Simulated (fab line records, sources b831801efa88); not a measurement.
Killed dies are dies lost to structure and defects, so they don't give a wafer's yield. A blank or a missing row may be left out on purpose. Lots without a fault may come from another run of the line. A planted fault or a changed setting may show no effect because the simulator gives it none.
Which tool did it? | flow sky130 | 12 lots, 36 wafers sampled, at 5 steps of a route of 708

WHAT THE GAUGES READ, wafer by wafer
The record holds no reading of a measuring or inspecting step that can be judged against a usual standard deviation.

WHICH TOOL RAN EACH LOT (tool, then ch and the chambers of the sampled wafers, then the start)
lot  | SKY_VIA2_HDPCVD_00               | SKY_METAL5_SPUTTER_01        | SKY_PASSIVATION_CVD_00          | SKY_PASSIVATION_STRIP_12             | SKY_PAD_OPEN_PROBE_99
L227 | hdpcvd-01 ch 1,2, day 36 01:59   | pvd_sputter-03, day 43 21:08 | pecvd-02 ch 0,2, day 44 21:25   | plasma_asher-03 ch 0,1, day 45 18:47 | -
L228 | hdpcvd-02 ch 0,1,2, day 36 09:38 | pvd_sputter-03, day 44 03:56 | pecvd-04 ch 0,2, day 45 03:45   | plasma_asher-01 ch 0,1, day 46 01:48 | -
L229 | hdpcvd-01 ch 1,2, day 36 19:41   | pvd_sputter-02, day 44 10:20 | pecvd-02 ch 0,1,2, day 45 10:13 | plasma_asher-01 ch 0,1, day 46 08:06 | -
L234 | hdpcvd-01 ch 0,1, day 38 09:50   | pvd_sputter-03, day 45 18:50 | pecvd-04 ch 0,2, day 46 17:40   | plasma_asher-01 ch 0,1, day 47 14:45 | prober-02, day 48 12:59
L235 | hdpcvd-01 ch 0,1,2, day 38 18:05 | pvd_sputter-02, day 46 03:29 | pecvd-01 ch 0,2, day 47 02:12   | plasma_asher-01 ch 0,1, day 47 23:30 | -
L238 | hdpcvd-01 ch 0,1, day 39 15:58   | pvd_sputter-02, day 46 21:25 | pecvd-02 ch 0,1,2, day 47 18:33 | plasma_asher-01 ch 0,1, day 48 14:48 | prober-02, day 49 11:50
L239 | hdpcvd-01 ch 0,2, day 39 18:33   | pvd_sputter-01, day 46 23:37 | pecvd-04 ch 0,1,2, day 47 21:16 | plasma_asher-04 ch 0,1, day 48 17:24 | prober-01, day 49 14:44
L240 | hdpcvd-02 ch 1,2, day 40 07:01   | pvd_sputter-01, day 47 09:02 | pecvd-02 ch 0,1,2, day 48 06:50 | plasma_asher-03 ch 0,1, day 49 02:23 | -
L242 | hdpcvd-02 ch 0,1,2, day 40 16:54 | pvd_sputter-02, day 47 17:20 | pecvd-02 ch 0,2, day 48 13:15   | plasma_asher-03 ch 1, day 49 08:12   | -
L243 | hdpcvd-02 ch 0,1, day 40 18:08   | pvd_sputter-03, day 47 19:23 | pecvd-04 ch 0,1,2, day 48 16:12 | plasma_asher-03 ch 0,1, day 49 11:18 | -
L245 | hdpcvd-02 ch 0,1, day 41 18:41   | pvd_sputter-02, day 48 13:31 | pecvd-02 ch 0,2, day 49 09:35   | plasma_asher-01 ch 0,1, day 50 03:35 | prober-02, day 50 22:59
L250 | hdpcvd-02 ch 1,2, day 42 23:22   | pvd_sputter-01, day 49 14:40 | pecvd-02 ch 0,2, day 50 08:49   | plasma_asher-04 ch 0,1, day 51 00:21 | -
- SKY_VIA2_HDPCVD_00: deposits SiO2, target thk 1180 nm, time 196.7 s.
- SKY_METAL5_SPUTTER_01: material TiN, target thk 20 nm, time 16.7 s.
- SKY_PASSIVATION_CVD_00: deposits SiO2, target thk 90 nm.
- SKY_PASSIVATION_STRIP_12: strips in O2/N2.
- SKY_PAD_OPEN_PROBE_99

WHAT THE TOOLS THEMSELVES READ (means of the sampled wafers that have a number; where no wafer has one, the mark that the record gives instead)
SKY_METAL5_SPUTTER_01. Usual: throttle_valve_pct 29.7 %, standard deviation 1.4.
lot  | tool           | throttle_valve_pct (%) | flag
L227 | pvd_sputter-03 | 28.9                   |
L228 | pvd_sputter-03 | 28.2                   |
L229 | pvd_sputter-02 | 30.0                   |
L234 | pvd_sputter-03 | 28.9                   |
L235 | pvd_sputter-02 | 29.8                   |
L238 | pvd_sputter-02 | 29.9                   |
L239 | pvd_sputter-01 | 30.3                   |
L240 | pvd_sputter-01 | 28.9                   |
L242 | pvd_sputter-02 | 30.6                   |
L243 | pvd_sputter-03 | 29.0                   |
L245 | pvd_sputter-02 | 30.7                   |
L250 | pvd_sputter-01 | 29.7                   |

SKY_PASSIVATION_CVD_00. Usual: heater_power_w 672 W, standard deviation 82.
lot  | tool     | heater_power_w (W) | flag
L227 | pecvd-02 | 728                |
L228 | pecvd-04 | 648                |
L229 | pecvd-02 | 720                |
L234 | pecvd-04 | 592                |
L235 | pecvd-01 | 656                |
L238 | pecvd-02 | 711                |
L239 | pecvd-04 | 610                |
L240 | pecvd-02 | 758                |
L242 | pecvd-02 | 720                |
L243 | pecvd-04 | 600                |
L245 | pecvd-02 | 731                |
L250 | pecvd-02 | 648                |

SKY_PASSIVATION_STRIP_12. Usual: drypump_motor_current_A 5.70 A, standard deviation 0.28; oes_product_au 0.660 a.u., standard deviation 0.0044; strip_time_to_endpoint_s 31.57 s, standard deviation 0.14.
lot  | tool            | drypump_motor_current_A (A) | oes_product_au (a.u.) | strip_time_to_endpoint_s (s) | flag
L227 | plasma_asher-03 | 5.51                        | 0.658                 | 31.75                        |
L228 | plasma_asher-01 | 5.86                        | 0.663                 | 31.61                        |
L229 | plasma_asher-01 | 5.91                        | 0.663                 | 31.63                        |
L234 | plasma_asher-01 | 5.92                        | 0.664                 | 31.51                        |
L235 | plasma_asher-01 | 5.85                        | 0.657                 | 31.54                        |
L238 | plasma_asher-01 | 5.87                        | 0.665                 | 31.54                        |
L239 | plasma_asher-04 | 5.39                        | 0.656                 | 31.40                        |
L240 | plasma_asher-03 | 5.42                        | 0.661                 | 31.34                        |
L242 | plasma_asher-03 | 5.60                        | 0.664                 | 31.66                        |
L243 | plasma_asher-03 | 5.41                        | 0.660                 | 31.62                        |
L245 | plasma_asher-01 | 5.93                        | 0.663                 | 31.44                        |
L250 | plasma_asher-04 | 5.39                        | 0.661                 | 31.40                        |

SKY_PAD_OPEN_PROBE_99. Usual: defect_limited_yield 82.7 %, standard deviation 1.9; killed_at_M0_to_M3 43, standard deviation 7.3; killed_at_M4_up 3.2, standard deviation 1.9; killed_at_contacts 24, standard deviation 5.5; killed_at_front_end 15, standard deviation 4.7; killed_at_other 0.5, standard deviation 0.75; killed_dies 85, standard deviation 9.5; killed_open 46, standard deviation 7; killed_short 38, standard deviation 7.4; sort_bin_3_pad_short 0.9 %, standard deviation 0.43; sort_bin_5_function 10.1 %, standard deviation 1.4; sort_bin_6_memory 6.3 %, standard deviation 1; sort_bin_8_speed 0.2 %, standard deviation 0.37; sort_n_pass 406, standard deviation 9.4; sort_yield_pct 82.5 %, standard deviation 1.9.
lot  | tool      | defect_limited_yield (%) | killed_at_M0_to_M3 | killed_at_M4_up | killed_at_contacts | killed_at_front_end | killed_at_other | killed_dies | killed_open | killed_short | sort_bin_3_pad_short (%) | sort_bin_5_function (%) | sort_bin_6_memory (%) | sort_bin_8_speed (%) | sort_n_pass | sort_yield_pct (%) | flag
L234 | prober-02 | 85.6                     | 39                 | 2.7             | 18                 | 11                  | 0.0             | 71          | 41          | 29           | 0.6                      | 8.5                     | 5.3                   | 0.0                  | 421         | 85.6               |
L238 | prober-02 | 78.0                     | 63                 | 3.3             | 30                 | 12                  | 0.7             | 108         | 50          | 38           | 1.2                      | 13.9                    | 6.9                   | 0.4                  | 382         | 77.6               |
L239 | prober-01 | 82.0                     | 50                 | 5.0             | 22                 | 11                  | 0.3             | 89          | 46          | 32           | 1.0                      | 11.0                    | 6.0                   | 0.0                  | 403         | 82.0               |
L245 | prober-02 | 82.2                     | 44                 | 2.3             | 29                 | 12                  | 0.7             | 88          | 48          | 39           | 0.7                      | 10.4                    | 6.7                   | 0.3                  | 403         | 81.8               |

THE ANSWER, worked out from the rows above alone
Rule: a lot is off if the mean of its wafers that have a number lies more than 3 standard deviations from the usual mean. A lot without any number at a reading at which 4 lots or more have one is off too. The other lots that the step has rows for count as sound. The gauges are gone through in route order, then the tools' own readings, and for those a lot's mean is taken as printed above. The first step at which some lot is off is used, and at that step the reading that is off furthest; a lot without a number counts as furthest.
No lot is off at any reading shown: from this, nothing can be told.

WHAT THE SIMULATOR HAD PUT IN
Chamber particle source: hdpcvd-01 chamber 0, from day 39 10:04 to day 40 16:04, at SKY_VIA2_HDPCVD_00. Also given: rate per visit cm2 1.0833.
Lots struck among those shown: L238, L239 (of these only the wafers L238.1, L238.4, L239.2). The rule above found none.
